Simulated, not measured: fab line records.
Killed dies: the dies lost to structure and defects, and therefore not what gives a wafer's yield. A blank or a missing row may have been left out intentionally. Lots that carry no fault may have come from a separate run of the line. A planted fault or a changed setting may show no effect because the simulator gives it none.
fab line records	flow sfq_line
record: lots: 6	wafers: 18	last_day: 97
route steps=325 shown L0@5 L0V@16
lots untouched by any fault: they come from a run of this same line in which no faults occurred
start_h: hours from the record's opening day to when the first of the lot's shown wafers began	wait_h: how many hours have passed since the lot's step before this one	" same as the row above	L1.1+2: a single row standing in for several wafers	- no value present, or no start provided	* or withheld: withheld	< > ~ a bound
route shown NAME@n: NAME is a module with steps in the file, n the number in the route of the first one	usual: mean and standard deviation over wafers with no fault	same: alike in all rows	chamber/n: place in a boat	sites: each site's reading	_std_site: their standard deviation	_edge_site: the outer-site mean with the inner-site mean subtracted	radius_mm: how far each site lies from the wafer's centre	mask NAME#n: copy n	behind: the tool/chamber that last shaped the wafer	hold: the reason the lot was held/the length of the hold in hours/how it ended	device: transistor that didn't switch, given as n, p or np	end of line: tests of these same wafers at the route's end	a step given without rows: its recipe and nothing more	killed: count of dies lost to structure and defects at first sort (not the wafer's yield)	map: dies across one wafer; x = killed, . = not, _ = none there
set.NAME: setting as actually run; set.NAME@STEP: the setting as run at that earlier step	model.NAME: the simulator's own value behind a step, which no gauge read
lots at selected steps of the route; one table per step, one row per wafer
services: from which hour (start_h, from the record's first day; less than 0 if before it) a tool's chamber was out of use, for how many hours, and why
== steps ==
step: SFQ_L0_THK_MEAS_902
recipe: thk_meas_gauge: xrf	reads: MoNx_KI_of_TRILAYER_L0_DEP_SPUTTER_003
usual: L0_MONX_KI_THK: 39.7/0.45
lot.wafer	tool	chamber	start_h	wait_h	L0_MONX_KI_THK[nm]
L309.1	film_metro-04	-	27.68	0.1	40.1
L309.4	"	-	"	"	40.0
L309.5	"	-	"	"	40.5
L310.1	film_metro-04	-	32.68	0.1	40.1
L310.2	"	-	"	"	39.8
L310.5	"	-	"	"	39.8
L317.1	film_metro-03	-	67.68	0.1	39.2
L317.2	"	-	"	"	39.2
L317.6	"	-	"	"	39.4
L323.1	film_metro-01	-	97.68	0.1	39.4
L323.2	"	-	"	"	39.4
L323.6	"	-	"	"	39.7
L324.2	film_metro-03	-	102.69	0.1	39.6
L324.5	"	-	"	"	39.7
L324.6	"	-	"	"	39.2
L329.2	film_metro-03	-	127.69	0.1	39.9
L329.3	"	-	"	"	39.4
L329.5	"	-	"	"	40.1
step: SFQ_TRILAYER_L0_LITHO_COAT_010
recipe: resist: BARC	spin_rpm: 3000	resist_thk_nm: 62
step: SFQ_TRILAYER_L0_LITHO_COAT_005
recipe: resist: KrF	spin_rpm: 3041	resist_thk_nm: 600
step: SFQ_TRILAYER_L0_LITHO_SOFTBAKE_009
recipe: temp_c: withheld	time_s: withheld	resist: KrF
step: SFQ_TRILAYER_L0_LITHO_EXPOSE_006
recipe: mask_id: L0	na: 0.6	source_shape: conventional	sigma_outer: 0.65	target_cd_nm: 2000	dose_mj: 14.4
step: SFQ_TRILAYER_L0_LITHO_PEB_008
recipe: peb_temp_c: 115	peb_time_s: 60	resist: KrF
step: SFQ_TRILAYER_L0_LITHO_DEVELOP_007
recipe: time_s: 60	resist: KrF
step: SFQ_TRILAYER_L0_BARC_OPEN_METAL_ETCH_010
recipe: mask_material: PR	chemistry: O2	target_depth_nm: 125	target: BARC	icp_w: 600	bias_w: 80	pressure_mtorr: 10	time_s: 41.7
usual: drypump_motor_current_A: 5.6/0.42	he_backside_leak_sccm: 3.40/0.17	oes_product_au: 0.685/0.0049
lot.wafer	tool	chamber	start_h	wait_h	drypump_motor_current_A	he_backside_leak_sccm	oes_product_au	rf_hours_counter_h
L309.1	rie_metal-04	1	102.51	0.1	6.2	3.42	0.684	116
L309.4	"	0	"	"	5.5	3.09	0.699	-
L309.5	"	1	"	"	6.2	3.23	0.682	-
L310.1	rie_metal-03	1	106.11	0.1	4.8	3.45	0.687	187
L310.2	"	0	"	"	5.5	3.49	0.684	70
L310.5	"	0	"	"	5.5	3.47	0.684	-
L317.1	rie_metal-04	1	169.04	0.1	6.2	3.62	0.684	125
L317.2	"	0	"	"	5.6	3.08	0.683	42
L317.6	"	1	"	"	6.2	3.54	0.681	-
L323.1	rie_metal-03	1	208.64	0.1	4.8	3.22	0.688	3
L323.2	"	0	"	"	5.6	3.72	0.686	85
L323.6	"	1	"	"	4.8	3.23	0.682	-
L324.2	rie_metal-04	0	212.24	0.1	5.6	3.05	0.696	48
L324.5	"	1	"	"	6.2	3.63	0.683	-
L324.6	"	0	"	"	5.6	3.37	0.692	-
L329.2	rie_metal-03	0	237.57	0.1	5.6	3.26	0.688	90
L329.3	"	0	"	"	5.5	3.80	0.682	-
L329.5	"	0	"	"	5.5	3.70	0.678	-
step: SFQ_TRILAYER_L0_ETCH_METAL_ETCH_008
recipe: target: MoNx_KI	stop_on: SiO2	mask_material: PR	chemistry: SF6/O2	target_depth_nm: 50	icp_w: 600	bias_w: 80	pressure_mtorr: 10	time_s: 25
usual: drypump_motor_current_A: 5.6/0.41	he_backside_leak_sccm: 3.42/0.22	oes_product_au: 0.874/0.0067
lot.wafer	tool	chamber	start_h	wait_h	drypump_motor_current_A	he_backside_leak_sccm	oes_product_au	rf_hours_counter_h
L309.1	rie_metal-04	1	102.57	0.0	6.2	3.32	0.882	116
L309.4	"	0	"	"	5.6	2.92	0.871	-
L309.5	"	1	"	"	6.2	3.26	0.875	-
L310.1	rie_metal-03	1	106.17	0.0	4.8	3.60	0.870	187
L310.2	"	0	"	"	5.5	3.78	0.872	70
L310.5	"	0	"	"	5.5	3.79	0.865	-
L317.1	rie_metal-04	1	169.10	0.0	6.2	3.52	0.868	125
L317.2	"	0	"	"	5.6	3.20	0.879	42
L317.6	"	1	"	"	6.2	3.41	0.871	-
L323.1	rie_metal-03	1	208.70	0.0	4.8	3.31	0.863	3
L323.2	"	0	"	"	5.5	3.83	0.871	85
L323.6	"	1	"	"	4.8	3.42	0.870	-
L324.2	rie_metal-04	0	212.30	0.0	5.6	3.17	0.876	48
L324.5	"	1	"	"	6.2	3.39	0.878	-
L324.6	"	0	"	"	5.6	3.24	0.865	-
L329.2	rie_metal-03	0	237.63	0.0	5.6	3.66	0.873	90
L329.3	"	0	"	"	5.5	3.56	0.875	-
L329.5	"	0	"	"	5.5	3.46	0.876	-
step: SFQ_TRILAYER_L0_STRIP_STRIP_009
recipe: gas: O2	power_w: 200	platen_temp_c: 40	overash_fraction: 0.65	chemistry: O2	pressure_mtorr: 50
usual: drypump_motor_current_A: 5.6/0.41	he_backside_leak_sccm: 3.45/0.3	oes_product_au: 0.998/0.0077
lot.wafer	tool	chamber	start_h	wait_h	drypump_motor_current_A	he_backside_leak_sccm	oes_product_au	rf_hours_counter_h
L309.1	rie_metal-04	1	102.62	0.0	6.2	3.45	0.995	116
L309.4	"	0	"	"	5.5	3.17	1.017	-
L309.5	"	1	"	"	6.2	3.44	0.991	-
L310.1	rie_metal-03	1	106.22	0.0	4.8	3.55	0.992	187
L310.2	"	0	"	"	5.6	3.81	0.994	70
L310.5	"	0	"	"	5.5	3.57	0.991	-
L317.1	rie_metal-04	1	169.15	0.0	6.2	3.52	1.005	125
L317.2	"	0	"	"	5.6	3.17	1.004	43
L317.6	"	1	"	"	6.2	3.44	0.999	-
L323.1	rie_metal-03	1	208.75	0.0	4.9	3.49	0.991	3
L323.2	"	0	"	"	5.5	3.50	0.979	85
L323.6	"	1	"	"	4.9	3.29	0.985	-
L324.2	rie_metal-04	0	212.35	0.0	5.6	3.12	1.000	48
L324.5	"	1	"	"	6.2	3.46	0.996	-
L324.6	"	0	"	"	5.6	3.42	0.990	-
L329.2	rie_metal-03	0	237.67	0.0	5.5	3.44	1.009	90
L329.3	"	0	"	"	5.6	3.56	0.980	-
L329.5	"	0	"	"	5.6	3.10	0.991	-
step: SFQ_TRILAYER_L0_STRIP_SOLV_CLEAN_010
recipe: chemistry: NMP	temp_c: 70	time_s: 600
step: SFQ_TRILAYER_L0_CAP_PECVD_011
recipe: material: SiO2	temp_c: 150	time_s: 13.333	pressure_torr: 2.4	rf_w: 183.3	precursor: SiH4/N2O	target_thk_nm: 60
usual: heater_power_w: 77/11	throttle_valve_pct: 24.6/1.4
lot.wafer	tool	chamber	start_h	wait_h	heater_power_w	throttle_valve_pct
L309.1	pecvd-02	0	103.39	0.0	83	24.0
L309.4	"	1	"	"	82	24.3
L309.5	"	0	"	"	86	23.9
L310.1	pecvd-03	0	106.99	0.0	76	23.8
L310.2	"	1	"	"	64	26.7
L310.5	"	2	"	"	56	24.4
L317.1	pecvd-02	1	169.92	0.0	84	24.6
L317.2	"	2	"	"	70	23.0
L317.6	"	0	"	"	85	23.8
L323.1	pecvd-03	1	209.52	0.0	72	27.6
L323.2	"	0	"	"	79	24.4
L323.6	"	2	"	"	65	24.6
L324.2	pecvd-02	1	213.12	0.0	89	24.5
L324.5	"	1	"	"	89	24.6
L324.6	"	2	"	"	69	23.0
L329.2	pecvd-03	0	238.46	0.0	81	24.1
L329.3	"	2	"	"	66	24.6
L329.5	"	2	"	"	64	24.9
step: SFQ_TRILAYER_L0_VIA_LITHO_COAT_018
recipe: resist: BARC	spin_rpm: 3000	resist_thk_nm: 62
usual: resist_line_temp_C: 23.03/0.11
lot.wafer	tool	chamber	start_h	wait_h	resist_line_temp_C	model.BARC_of_TRILAYER_L0_VIA_LITHO_COAT_018.thk_nm
L309.1	litho_track-02	0	103.41	0.0	23.15	62.11
L309.4	"	0	"	"	23.08	61.99
L309.5	"	0	"	"	22.95	61.94
L310.1	litho_track-02	0	107.01	0.0	22.93	62.21
L310.2	"	0	"	"	22.99	62.05
L310.5	"	0	"	"	23.09	62.17
L317.1	litho_track-03	0	169.95	0.0	22.91	61.95
L317.2	"	0	"	"	23.05	61.89
L317.6	"	0	"	"	23.01	62
L323.1	litho_track-02	0	209.59	0.1	23.03	65.71
L323.2	"	0	"	"	23.29	65.78
L323.6	"	0	"	"	23.22	65.82
L324.2	litho_track-02	0	213.36	0.2	23.04	65.59
L324.5	"	0	"	"	23.15	65.36
L324.6	"	0	"	"	23.01	65.42
L329.2	litho_track-03	0	238.54	0.1	22.90	62.17
L329.3	"	0	"	"	22.92	62.17
L329.5	"	0	"	"	22.83	62.15
step: SFQ_TRILAYER_L0_VIA_LITHO_COAT_013
recipe: resist: KrF	spin_rpm: 3000	resist_thk_nm: 650
step: SFQ_TRILAYER_L0_VIA_LITHO_SOFTBAKE_017
recipe: temp_c: withheld	time_s: withheld	resist: KrF
step: SFQ_TRILAYER_L0_VIA_LITHO_EXPOSE_014
recipe: mask_id: L0V	na: 0.6	source_shape: conventional	sigma_outer: 0.65	target_cd_nm: 700	dose_mj: 21.44
step: SFQ_TRILAYER_L0_VIA_LITHO_PEB_016
recipe: peb_temp_c: 115	peb_time_s: 60	resist: KrF
step: SFQ_TRILAYER_L0_VIA_LITHO_DEVELOP_015
recipe: time_s: 60	resist: KrF
step: SFQ_L0V_OVL_MEAS_903
usual: L0V_OVL: -1/5.8
lot.wafer	tool	chamber	start_h	wait_h	L0V_OVL[nm]
L309.1	overlay-02	-	213.44	0.1	-4
L309.4	"	-	"	"	-3
L309.5	"	-	"	"	-8
L310.1	overlay-01	-	218.37	0.1	-9
L310.2	"	-	"	"	-5
L310.5	"	-	"	"	-12
L317.1	overlay-02	-	277.34	0.1	3
L317.2	"	-	"	"	3
L317.6	"	-	"	"	7
L323.1	overlay-02	-	327.44	0.1	5
L323.2	"	-	"	"	4
L323.6	"	-	"	"	5
L324.2	overlay-02	-	331.05	0.1	-8
L324.5	"	-	"	"	-5
L324.6	"	-	"	"	-8
L329.2	overlay-01	-	359.97	0.1	-2
L329.3	"	-	"	"	2
L329.5	"	-	"	"	-2
step: SFQ_TRILAYER_L0_VIA_BARC_OPEN_VIA_ETCH_021
recipe: mask_material: PR	chemistry: O2	target_depth_nm: 125	target: BARC	source_w: 500	bias_w: 80	pressure_mtorr: 30	time_s: 41.7
usual: drypump_motor_current_A: 5.7/0.63	oes_product_au: 0.684/0.0043
lot.wafer	tool	chamber	start_h	wait_h	drypump_motor_current_A	oes_product_au	rf_hours_counter_h	model.etch.depth_nm
L309.1	rie_diel-02	3	213.48	0.0	5.3	0.683	5	62.11
L309.4	"	1	"	"	6.7	0.691	44	61.99
L309.5	"	3	"	"	5.3	0.686	-	61.94
L310.1	rie_diel-04	0	218.40	0.0	5.7	0.685	107	62.21
L310.2	"	2	"	"	6.4	0.691	43	62.05
L310.5	"	3	"	"	4.7	0.678	-	62.17
L317.1	rie_diel-03	1	277.37	0.0	6.3	0.684	7	61.95
L317.2	"	2	"	"	6.4	0.683	1	61.89
L317.6	"	2	"	"	6.4	0.680	-	62
L323.1	rie_diel-03	1	327.48	0.0	6.3	0.697	7	65.71
L323.2	"	0	"	"	5.6	0.710	9	65.78
L323.6	"	2	"	"	6.4	0.703	-	65.82
L324.2	rie_diel-04	3	331.08	0.0	4.7	0.710	18	65.59
L324.5	"	2	"	"	6.4	0.700	-	65.36
L324.6	"	1	"	"	5.4	0.702	-	65.42
L329.2	rie_diel-02	1	360.00	0.0	6.7	0.691	46	62.17
L329.3	"	3	"	"	5.3	0.686	7	62.17
L329.5	"	1	"	"	6.7	0.685	-	62.15
step: SFQ_TRILAYER_L0_VIA_ETCH_VIA_ETCH_016
recipe: target: SiO2	stop_on: MoNx_KI	mask_material: PR	chemistry: CHF3	target_depth_nm: 80	source_w: 500	bias_w: 80	pressure_mtorr: 30	time_s: withheld
usual: drypump_motor_current_A: 5.7/0.62	oes_product_au: 0.843/0.0072
lot.wafer	tool	chamber	start_h	wait_h	drypump_motor_current_A	oes_product_au
L309.1	rie_diel-02	3	213.52	0.0	5.3	0.846
L309.4	"	1	"	"	6.7	0.848
L309.5	"	3	"	"	5.3	0.840
L310.1	rie_diel-04	0	218.44	0.0	5.6	0.829
L310.2	"	2	"	"	6.4	0.836
L310.5	"	3	"	"	4.7	0.839
L317.1	rie_diel-03	1	277.41	0.0	6.3	0.833
L317.2	"	2	"	"	6.4	0.831
L317.6	"	2	"	"	6.4	0.841
L323.1	rie_diel-03	1	327.52	0.0	6.3	0.837
L323.2	"	0	"	"	5.6	0.840
L323.6	"	2	"	"	6.4	0.836
L324.2	rie_diel-04	3	331.12	0.0	4.7	0.840
L324.5	"	2	"	"	6.4	0.850
L324.6	"	1	"	"	5.4	0.847
L329.2	rie_diel-02	1	360.04	0.0	6.7	0.848
L329.3	"	3	"	"	5.3	0.841
L329.5	"	1	"	"	6.6	0.841
== services ==
tool	chamber	start_h	hours	kind
rie_diel-02	-	80.35	3.3	repair
rie_diel-03	2	80.95	5.6	repair
rie_metal-03	-	84.38	1.6	repair
rie_diel-03	-	115.46	14.6	pm
rie_diel-04	0	118.89	12.4	repair
rie_metal-03	-	125.00	0.5	repair
rie_diel-03	-	135.15	0.9	repair
rie_diel-04	2	136.21	2.2	repair
rie_diel-03	0	136.57	5.2	repair
rie_diel-03	-	139.61	0.8	repair
rie_diel-04	-	140.62	0.6	repair
rie_diel-03	1	142.97	1.3	repair
rie_diel-02	0	146.62	3.2	repair
rie_metal-03	-	179.57	0.9	repair
rie_diel-04	1	205.02	2.0	repair
rie_diel-03	1	213.86	9.8	repair
rie_diel-03	0	234.72	13.4	repair
rie_diel-04	-	234.90	2.8	pm
rie_diel-02	3	236.56	10.2	repair
rie_diel-02	-	253.66	2.8	pm
rie_diel-03	-	260.00	0.1	repair
rie_metal-04	-	264.11	0.5	repair
rie_diel-03	3	267.39	3.9	repair
rie_metal-04	0	308.52	43.5	repair
== key ==
first_sign: step: SFQ_TRILAYER_L0_VIA_BARC_OPEN_VIA_ETCH_021	reading: oes_product_au	direction: up	sigmas: 4.5	usual: 0.684	struck: 0.704
effect none on later readings
model_effect: step: SFQ_TRILAYER_L0_VIA_LITHO_COAT_018	value: BARC_of_TRILAYER_L0_VIA_LITHO_COAT_018.thk_nm	without: 62.1	struck: 65.61
model_effect: step: SFQ_TRILAYER_L0_VIA_BARC_OPEN_VIA_ETCH_021	value: etch.depth_nm	without: 62.1	struck: 65.61
met_at SFQ_TRILAYER_L0_VIA_LITHO_COAT_018
struck_wafers L323.1,L323.2,L323.6,L324.2,L324.5,L324.6
onset_between 107.01 209.59
fault: kind: process_parameter_drift	tool: litho_track-02	chamber: -	onset_h: 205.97	steps: SFQ_TRILAYER_L0_VIA_LITHO_COAT_018	channel: resist_thk_nm	offset: 3.5062	shape: step	end_h: 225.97	acts_in: these_recipes_only	stated: 62
